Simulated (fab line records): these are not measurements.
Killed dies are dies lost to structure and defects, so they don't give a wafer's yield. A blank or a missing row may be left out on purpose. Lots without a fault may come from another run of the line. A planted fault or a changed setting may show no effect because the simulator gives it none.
Matching of chambers | flow gf180mcu | GF_V5_CVD_02 on pecvd-01: 3 sister chambers
The step deposits SiO2 from TEOS, target thk 1450 nm, time 163.28 s. 3 wafers are shown with their chamber, then 10 later ones without.

## WAFERS WITH THEIR CHAMBER
wafer  | chamber | heater-power-w (W)
L376.1 | 2       | 629
L386.1 | 1       | 510
L386.2 | 0       | 716

## WAFERS MISSING THEIR CHAMBER
wafer  | heater-power-w (W)
L386.6 | 575
L389.1 | 526
L389.2 | 757
L389.4 | 590
L391.1 | 509
L391.3 | 577
L391.4 | 782
L392.3 | 805
L392.4 | 665
L392.6 | 571

## EACH ONE'S CHAMBER
wafer  | from the rows above          | in truth
L386.6 | can't be placed: 2 or 1 or 0 | 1
L389.1 | can't be placed: 1 or 2      | 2
L389.2 | can't be placed: 0 or 2      | 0
L389.4 | can't be placed: 2 or 1 or 0 | 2
L391.1 | 1                            | 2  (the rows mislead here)
L391.3 | can't be placed: 2 or 1 or 0 | 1
L391.4 | can't be placed: 0 or 2      | 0
L392.3 | can't be placed: 0 or 2      | 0
L392.4 | can't be placed: 2 or 0      | 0
L392.6 | can't be placed: 2 or 1 or 0 | 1
Correctly placed: 0 of 10. These rows do not allow placing 9 (true chamber among the candidates in 9). Placed wrongly: 1.
How it was worked out, from the rows above alone: a wafer's distance from a chamber is the root of the sum, over the readings, of the square of ((its reading less the chamber's mean) divided by the reading's scatter). The wafer belongs to the nearest chamber; if the next one is less than 2 further off, it can't be placed. A chamber's mean is the mean of its shown wafers. The scatter (one wafer shown for each chamber): square how far every hidden wafer sits from the nearest shown wafer, average those squares and take the square root.
